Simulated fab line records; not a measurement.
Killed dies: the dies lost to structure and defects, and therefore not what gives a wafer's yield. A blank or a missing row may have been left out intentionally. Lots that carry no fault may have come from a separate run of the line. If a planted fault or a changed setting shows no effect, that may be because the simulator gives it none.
fab line records || flow sfq_line
record {"lots": 14, "wafers": 42, "last_day": 74}
route steps=325 shown I2@114
lots with no fault: from the same line, run without faults
start_h: hours from the record's first day to the start of the lot's first wafer shown || wait_h: hours from the lot's prior step to this one || " same as the row above || L1.1+2: one row covering several wafers at once || - either no value or no given start || * or withheld: withheld || < > ~ a bound
route shown NAME@n: a module of which the file shows steps, and the number in the route of the first || usual: mean/standard deviation of fault-free wafers || same: alike in all rows || chamber/n: place in a boat || sites: each site's reading || _std_site: the standard deviation of these || _edge_site: the outer-site mean with the inner-site mean subtracted || radius_mm: how far each site lies from the wafer's centre || mask NAME#n: copy n || behind: the tool/chamber that last shaped the wafer || hold: what put the lot on hold/how long, in hours/how the hold closed || device: the transistor (n, p or np) that didn't switch || end of line: the tests these same wafers got at the end of their route || a step given without rows: its recipe and nothing more || killed: the dies lost at the first sort to structure and to defects; this is not the yield of the wafer || map: a wafer's dies, marking killed ones x, the rest . and places with no die _
set.NAME: the setting the step ran with; set.NAME@STEP: the setting that earlier step ran with || model.NAME: the simulator's own value behind a step, which no gauge read
one table for each step of the route and one row for each wafer, over a sample of lots
services: from which hour (start_h, from the record's first day; less than 0 if before it) a tool's chamber was out of use, for how many hours, and why
## steps
# step SFQ_TRILAYER_I2_VIA_BARC_OPEN_VIA_ETCH_096
# recipe {"mask_material": "PR", "chemistry": "O2", "target_depth_nm": 125, "target": "BARC", "source_w": 500, "bias_w": 80, "pressure_mtorr": 30, "time_s": 41.7}
# usual {"chamber_pressure_mTorr": "29.998/0.026", "drypump_motor_current_A": "5.9/0.56", "oes_product_au": "0.685/0.0047", "rf_fwd_power_W": "493.5/1.8", "run_length_s": "69.9/0.46"}
{"lot.wafer": "L866.2", "tool": "rie_diel-01", "chamber": 3, "start_h": 563.54, "wait_h": 0.0, "chamber_pressure_mTorr": 30.011, "drypump_motor_current_A": 5.9, "oes_product_au": 0.685, "rf_fwd_power_W": 496.6, "rf_hours_counter_h": 54, "run_length_s": 69.6}
{"lot.wafer": "L866.3", "tool": "rie_diel-01", "chamber": 2, "start_h": 563.54, "wait_h": 0.0, "chamber_pressure_mTorr": 29.988, "drypump_motor_current_A": 6.3, "oes_product_au": 0.679, "rf_fwd_power_W": 492.7, "rf_hours_counter_h": 1, "run_length_s": 69.8}
{"lot.wafer": "L866.6", "tool": "rie_diel-01", "chamber": 2, "start_h": 563.54, "wait_h": 0.0, "chamber_pressure_mTorr": 30.003, "drypump_motor_current_A": 6.3, "oes_product_au": 0.677, "rf_fwd_power_W": 492.0, "rf_hours_counter_h": "-", "run_length_s": 69.6}
{"lot.wafer": "L867.2", "tool": "rie_diel-01", "chamber": 3, "start_h": 577.33, "wait_h": 0.0, "chamber_pressure_mTorr": 30.046, "drypump_motor_current_A": 5.9, "oes_product_au": 0.680, "rf_fwd_power_W": 492.0, "rf_hours_counter_h": 54, "run_length_s": 69.6}
{"lot.wafer": "L867.3", "tool": "rie_diel-01", "chamber": 2, "start_h": 577.33, "wait_h": 0.0, "chamber_pressure_mTorr": 29.992, "drypump_motor_current_A": 6.3, "oes_product_au": 0.683, "rf_fwd_power_W": 494.3, "rf_hours_counter_h": 2, "run_length_s": 70.3}
{"lot.wafer": "L867.6", "tool": "rie_diel-01", "chamber": 0, "start_h": 577.33, "wait_h": 0.0, "chamber_pressure_mTorr": 29.977, "drypump_motor_current_A": 4.9, "oes_product_au": 0.688, "rf_fwd_power_W": 492.3, "rf_hours_counter_h": "-", "run_length_s": 70.8}
{"lot.wafer": "L868.1", "tool": "rie_diel-02", "chamber": 3, "start_h": 584.53, "wait_h": 0.0, "chamber_pressure_mTorr": 29.992, "drypump_motor_current_A": 6.8, "oes_product_au": 0.679, "rf_fwd_power_W": 497.2, "rf_hours_counter_h": 38, "run_length_s": 69.8}
{"lot.wafer": "L868.2", "tool": "rie_diel-02", "chamber": 2, "start_h": 584.53, "wait_h": 0.0, "chamber_pressure_mTorr": 30.016, "drypump_motor_current_A": 5.8, "oes_product_au": 0.684, "rf_fwd_power_W": 493.7, "rf_hours_counter_h": 51, "run_length_s": 69.8}
{"lot.wafer": "L868.3", "tool": "rie_diel-02", "chamber": 1, "start_h": 584.53, "wait_h": 0.0, "chamber_pressure_mTorr": 30.034, "drypump_motor_current_A": 5.5, "oes_product_au": 0.688, "rf_fwd_power_W": 491.9, "rf_hours_counter_h": 11, "run_length_s": 69.9}
{"lot.wafer": "L869.3", "tool": "rie_diel-03", "chamber": 1, "start_h": 607.33, "wait_h": 0.0, "chamber_pressure_mTorr": 29.994, "drypump_motor_current_A": 6.4, "oes_product_au": 0.690, "rf_fwd_power_W": 494.8, "rf_hours_counter_h": 49, "run_length_s": 70.2}
{"lot.wafer": "L869.5", "tool": "rie_diel-03", "chamber": 0, "start_h": 607.33, "wait_h": 0.0, "chamber_pressure_mTorr": 29.945, "drypump_motor_current_A": 6.3, "oes_product_au": 0.691, "rf_fwd_power_W": 494.2, "rf_hours_counter_h": "-", "run_length_s": 69.9}
{"lot.wafer": "L869.6", "tool": "rie_diel-03", "chamber": 1, "start_h": 607.33, "wait_h": 0.0, "chamber_pressure_mTorr": 29.937, "drypump_motor_current_A": 6.3, "oes_product_au": 0.684, "rf_fwd_power_W": 493.5, "rf_hours_counter_h": "-", "run_length_s": 70.4}
{"lot.wafer": "L870.1", "tool": "rie_diel-01", "chamber": 2, "start_h": 614.53, "wait_h": 0.0, "chamber_pressure_mTorr": 30.022, "drypump_motor_current_A": 6.3, "oes_product_au": 0.689, "rf_fwd_power_W": 494.9, "rf_hours_counter_h": 2, "run_length_s": 69.7}
{"lot.wafer": "L870.3", "tool": "rie_diel-01", "chamber": 1, "start_h": 614.53, "wait_h": 0.0, "chamber_pressure_mTorr": 30.033, "drypump_motor_current_A": 6.0, "oes_product_au": 0.681, "rf_fwd_power_W": 493.3, "rf_hours_counter_h": 2, "run_length_s": 69.5}
{"lot.wafer": "L870.6", "tool": "rie_diel-01", "chamber": 1, "start_h": 614.53, "wait_h": 0.0, "chamber_pressure_mTorr": 29.997, "drypump_motor_current_A": 6.0, "oes_product_au": 0.689, "rf_fwd_power_W": 492.5, "rf_hours_counter_h": "-", "run_length_s": 69.6}
{"lot.wafer": "L871.1", "tool": "rie_diel-03", "chamber": 3, "start_h": 624.13, "wait_h": 0.0, "chamber_pressure_mTorr": 29.980, "drypump_motor_current_A": 4.9, "oes_product_au": 0.682, "rf_fwd_power_W": 491.7, "rf_hours_counter_h": 1, "run_length_s": 70.7}
{"lot.wafer": "L871.4", "tool": "rie_diel-03", "chamber": 1, "start_h": 624.13, "wait_h": 0.0, "chamber_pressure_mTorr": 30.053, "drypump_motor_current_A": 6.4, "oes_product_au": 0.677, "rf_fwd_power_W": 492.1, "rf_hours_counter_h": 49, "run_length_s": 70.3}
{"lot.wafer": "L871.5", "tool": "rie_diel-03", "chamber": 3, "start_h": 624.13, "wait_h": 0.0, "chamber_pressure_mTorr": 30.018, "drypump_motor_current_A": 4.9, "oes_product_au": 0.681, "rf_fwd_power_W": 492.6, "rf_hours_counter_h": "-", "run_length_s": 70.1}
{"lot.wafer": "L872.3", "tool": "rie_diel-02", "chamber": 2, "start_h": 632.53, "wait_h": 0.0, "chamber_pressure_mTorr": 30.012, "drypump_motor_current_A": 5.8, "oes_product_au": 0.681, "rf_fwd_power_W": 496.4, "rf_hours_counter_h": 51, "run_length_s": 69.7}
{"lot.wafer": "L872.5", "tool": "rie_diel-02", "chamber": 1, "start_h": 632.53, "wait_h": 0.0, "chamber_pressure_mTorr": 29.982, "drypump_motor_current_A": 5.5, "oes_product_au": 0.679, "rf_fwd_power_W": 489.3, "rf_hours_counter_h": "-", "run_length_s": 70.5}
{"lot.wafer": "L872.6", "tool": "rie_diel-02", "chamber": 2, "start_h": 632.53, "wait_h": 0.0, "chamber_pressure_mTorr": 29.977, "drypump_motor_current_A": 5.8, "oes_product_au": 0.681, "rf_fwd_power_W": 496.9, "rf_hours_counter_h": "-", "run_length_s": 69.8}
{"lot.wafer": "L873.2", "tool": "rie_diel-01", "chamber": 1, "start_h": 644.53, "wait_h": 0.0, "chamber_pressure_mTorr": 29.988, "drypump_motor_current_A": 6.0, "oes_product_au": 0.695, "rf_fwd_power_W": 494.8, "rf_hours_counter_h": 2, "run_length_s": 69.5}
{"lot.wafer": "L873.3", "tool": "rie_diel-01", "chamber": 2, "start_h": 644.53, "wait_h": 0.0, "chamber_pressure_mTorr": 29.967, "drypump_motor_current_A": 6.3, "oes_product_au": 0.683, "rf_fwd_power_W": 493.5, "rf_hours_counter_h": 3, "run_length_s": 69.8}
{"lot.wafer": "L873.4", "tool": "rie_diel-01", "chamber": 3, "start_h": 644.53, "wait_h": 0.0, "chamber_pressure_mTorr": 30.044, "drypump_motor_current_A": 5.9, "oes_product_au": 0.686, "rf_fwd_power_W": 495.6, "rf_hours_counter_h": 55, "run_length_s": 69.7}
{"lot.wafer": "L874.1", "tool": "rie_diel-03", "chamber": 1, "start_h": 656.10, "wait_h": 0.0, "chamber_pressure_mTorr": 30.018, "drypump_motor_current_A": 6.3, "oes_product_au": 0.685, "rf_fwd_power_W": 489.2, "rf_hours_counter_h": 49, "run_length_s": 70.3}
{"lot.wafer": "L874.2", "tool": "rie_diel-03", "chamber": 0, "start_h": 656.10, "wait_h": 0.0, "chamber_pressure_mTorr": 30.035, "drypump_motor_current_A": 6.2, "oes_product_au": 0.689, "rf_fwd_power_W": 494.7, "rf_hours_counter_h": 12, "run_length_s": 69.5}
{"lot.wafer": "L874.6", "tool": "rie_diel-03", "chamber": 3, "start_h": 656.10, "wait_h": 0.0, "chamber_pressure_mTorr": 29.979, "drypump_motor_current_A": 4.9, "oes_product_au": 0.687, "rf_fwd_power_W": 491.8, "rf_hours_counter_h": "-", "run_length_s": 69.8}
{"lot.wafer": "L875.3", "tool": "rie_diel-02", "chamber": 1, "start_h": 665.70, "wait_h": 0.0, "chamber_pressure_mTorr": 30.020, "drypump_motor_current_A": 5.5, "oes_product_au": 0.680, "rf_fwd_power_W": 493.8, "rf_hours_counter_h": 12, "run_length_s": 70.3}
{"lot.wafer": "L875.4", "tool": "rie_diel-02", "chamber": 2, "start_h": 665.70, "wait_h": 0.0, "chamber_pressure_mTorr": 30.025, "drypump_motor_current_A": 5.8, "oes_product_au": 0.684, "rf_fwd_power_W": 494.0, "rf_hours_counter_h": 52, "run_length_s": 70.0}
{"lot.wafer": "L875.6", "tool": "rie_diel-02", "chamber": 2, "start_h": 665.70, "wait_h": 0.0, "chamber_pressure_mTorr": 29.968, "drypump_motor_current_A": 5.7, "oes_product_au": 0.687, "rf_fwd_power_W": 496.8, "rf_hours_counter_h": "-", "run_length_s": 69.8}
{"lot.wafer": "L878.2", "tool": "rie_diel-02", "chamber": 2, "start_h": 682.30, "wait_h": 0.0, "chamber_pressure_mTorr": 30.022, "drypump_motor_current_A": 5.8, "oes_product_au": 0.685, "rf_fwd_power_W": 494.8, "rf_hours_counter_h": 52, "run_length_s": 70.1}
{"lot.wafer": "L878.4", "tool": "rie_diel-02", "chamber": 1, "start_h": 682.30, "wait_h": 0.0, "chamber_pressure_mTorr": 30.006, "drypump_motor_current_A": 5.5, "oes_product_au": 0.690, "rf_fwd_power_W": 493.3, "rf_hours_counter_h": 13, "run_length_s": 69.9}
{"lot.wafer": "L878.6", "tool": "rie_diel-02", "chamber": 3, "start_h": 682.30, "wait_h": 0.0, "chamber_pressure_mTorr": 30.001, "drypump_motor_current_A": 6.8, "oes_product_au": 0.689, "rf_fwd_power_W": 496.0, "rf_hours_counter_h": "-", "run_length_s": 69.8}
{"lot.wafer": "L879.1", "tool": "rie_diel-01", "chamber": 0, "start_h": 690.80, "wait_h": 0.0, "chamber_pressure_mTorr": 29.996, "drypump_motor_current_A": 4.9, "oes_product_au": 0.682, "rf_fwd_power_W": 490.9, "rf_hours_counter_h": 35, "run_length_s": 70.7}
{"lot.wafer": "L879.3", "tool": "rie_diel-01", "chamber": 3, "start_h": 690.80, "wait_h": 0.0, "chamber_pressure_mTorr": 29.998, "drypump_motor_current_A": 5.9, "oes_product_au": 0.692, "rf_fwd_power_W": 494.2, "rf_hours_counter_h": 56, "run_length_s": 69.4}
{"lot.wafer": "L879.4", "tool": "rie_diel-01", "chamber": 1, "start_h": 690.80, "wait_h": 0.0, "chamber_pressure_mTorr": 30.029, "drypump_motor_current_A": 6.0, "oes_product_au": 0.690, "rf_fwd_power_W": 492.6, "rf_hours_counter_h": 3, "run_length_s": 69.7}
{"lot.wafer": "L880.3", "tool": "rie_diel-01", "chamber": 3, "start_h": 709.96, "wait_h": 0.0, "chamber_pressure_mTorr": 29.977, "drypump_motor_current_A": 5.9, "oes_product_au": 0.653, "rf_fwd_power_W": 496.2, "rf_hours_counter_h": 56, "run_length_s": 75.9}
{"lot.wafer": "L880.4", "tool": "rie_diel-01", "chamber": 0, "start_h": 709.96, "wait_h": 0.0, "chamber_pressure_mTorr": 29.947, "drypump_motor_current_A": 4.9, "oes_product_au": 0.695, "rf_fwd_power_W": 493.1, "rf_hours_counter_h": 35, "run_length_s": 70.6}
{"lot.wafer": "L880.6", "tool": "rie_diel-01", "chamber": 0, "start_h": 709.96, "wait_h": 0.0, "chamber_pressure_mTorr": 29.982, "drypump_motor_current_A": 4.9, "oes_product_au": 0.645, "rf_fwd_power_W": 493.8, "rf_hours_counter_h": "-", "run_length_s": 76.5}
{"lot.wafer": "L881.1", "tool": "rie_diel-01", "chamber": 0, "start_h": 721.51, "wait_h": 0.0, "chamber_pressure_mTorr": 29.973, "drypump_motor_current_A": 4.9, "oes_product_au": 0.687, "rf_fwd_power_W": 493.0, "rf_hours_counter_h": 36, "run_length_s": 70.8}
{"lot.wafer": "L881.3", "tool": "rie_diel-01", "chamber": 2, "start_h": 721.51, "wait_h": 0.0, "chamber_pressure_mTorr": 29.981, "drypump_motor_current_A": 6.3, "oes_product_au": 0.652, "rf_fwd_power_W": 495.0, "rf_hours_counter_h": 4, "run_length_s": 75.7}
{"lot.wafer": "L881.6", "tool": "rie_diel-01", "chamber": 1, "start_h": 721.51, "wait_h": 0.0, "chamber_pressure_mTorr": 30.018, "drypump_motor_current_A": 6.0, "oes_product_au": 0.643, "rf_fwd_power_W": 492.4, "rf_hours_counter_h": "-", "run_length_s": 75.4}
## services
{"tool": "rie_diel-03", "chamber": 3, "start_h": 550.66, "hours": "-", "kind": "clean"}
{"tool": "rie_diel-03", "chamber": 3, "start_h": 550.66, "hours": 12.9, "kind": "scheduled_down"}
{"tool": "rie_diel-03", "chamber": 3, "start_h": 550.66, "hours": 12.9, "kind": "vent_cycle"}
{"tool": "rie_diel-01", "chamber": "-", "start_h": 589.54, "hours": 0.6, "kind": "repair"}
{"tool": "rie_diel-03", "chamber": 2, "start_h": 597.24, "hours": 12.1, "kind": "repair"}
{"tool": "rie_diel-02", "chamber": 3, "start_h": 599.32, "hours": 9.0, "kind": "repair"}
{"tool": "rie_diel-03", "chamber": 2, "start_h": 617.31, "hours": 1.3, "kind": "repair"}
{"tool": "rie_diel-03", "chamber": "-", "start_h": 629.06, "hours": 0.8, "kind": "repair"}
{"tool": "rie_diel-01", "chamber": 3, "start_h": 646.15, "hours": 2.4, "kind": "repair"}
{"tool": "rie_diel-02", "chamber": "-", "start_h": 651.07, "hours": 14.6, "kind": "pm"}
{"tool": "rie_diel-01", "chamber": "-", "start_h": 656.84, "hours": 4.7, "kind": "repair"}
{"tool": "rie_diel-03", "chamber": 3, "start_h": 709.74, "hours": 4.2, "kind": "repair"}
## key
first_sign {"step": "SFQ_TRILAYER_I2_VIA_BARC_OPEN_VIA_ETCH_096", "reading": "run_length_s", "direction": "up", "sigmas": 13, "usual": "*", "struck": "*"}
effect {"step": "SFQ_TRILAYER_I2_VIA_BARC_OPEN_VIA_ETCH_096", "reading": "oes_product_au", "direction": "down", "sigmas": 7.8, "usual": 0.685, "struck": 0.648}
met_at SFQ_TRILAYER_I2_VIA_BARC_OPEN_VIA_ETCH_096
struck_lots L880,L881
struck_wafers L880.3,L880.6,L881.3,L881.6
onset_between 690.80 709.96
fault {"kind": "process_parameter_drift", "tool": "rie_diel-01", "chamber": "-", "onset_h": 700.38, "steps": "SFQ_TRILAYER_I2_VIA_BARC_OPEN_VIA_ETCH_096", "channel": "time_s", "offset": "*", "shape": "step", "end_h": 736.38, "scope": "struck_wafers_only", "acts_in": "*", "stated": "*"}
